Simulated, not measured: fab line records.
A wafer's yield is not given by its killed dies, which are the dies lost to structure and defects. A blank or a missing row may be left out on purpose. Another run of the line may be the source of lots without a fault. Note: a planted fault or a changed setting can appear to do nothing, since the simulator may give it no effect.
What tool caused it? | flow gf180mcu | 18 wafers from 6 lots sampled at 3 of the route's 602 steps

== WHAT THE GAUGES READ, wafer by wafer ==
GF_M4_THK_MEAS_06: measures by xrf.
lot  | measured     | on            | M4_ALCU_THK (nm)
L313 | day 23 07:14 | film metro-02 | 450 452 452
L317 | day 24 17:45 | film metro-02 | 450 457 460
L319 | day 25 09:34 | film metro-02 | 449 454 451
L328 | day 28 04:36 | film metro-04 | 450 449 448
L331 | day 29 01:07 | film metro-03 | 448 452 447
L333 | day 29 11:05 | film metro-02 | 449 451 456

== TOOL THAT RAN EACH LOT (tool first, then ch and the chambers of the sampled wafers, then the start) ==
lot  | GF_M3_SPUTTER_02             | GF_V3_SPUTTER_22
L313 | pvd sputter-02, day 21 05:06 | pvd sputter-01, day 23 06:16
L317 | pvd sputter-04, day 22 17:15 | pvd sputter-03, day 24 16:45
L319 | pvd sputter-04, day 23 10:26 | pvd sputter-02, day 25 08:35
L328 | pvd sputter-02, day 26 09:19 | pvd sputter-03, day 28 03:37
L331 | pvd sputter-02, day 27 06:32 | pvd sputter-01, day 29 00:07
L333 | pvd sputter-04, day 27 16:31 | pvd sputter-01, day 29 10:04
- GF_M3_SPUTTER_02: material AlCu, target thk 450 nm, time 23.9 s.
- GF_V3_SPUTTER_22: material TiN, target thk 10 nm, time 40 s.

== THE ANSWER, worked out from the rows above alone ==
Rule: usual is defined by the lots themselves. Put in order of their means at a reading, lots are off if they are a third of the lots or fewer, leave a main group of 4 or more, and stand apart from it by a gap of 3 or more times the standard deviation of the main group's means; of several such gaps the widest counts. If all means in a main group match to the digits the tables above print for the reading, that group is not used. A lot without any number at a reading at which 4 lots or more have one is off too. Where the step has rows for the other lots, those lots are counted as sound.
No lot is off at any reading shown: from this, nothing can be told.

== WHAT THE SIMULATOR PUT IN ==
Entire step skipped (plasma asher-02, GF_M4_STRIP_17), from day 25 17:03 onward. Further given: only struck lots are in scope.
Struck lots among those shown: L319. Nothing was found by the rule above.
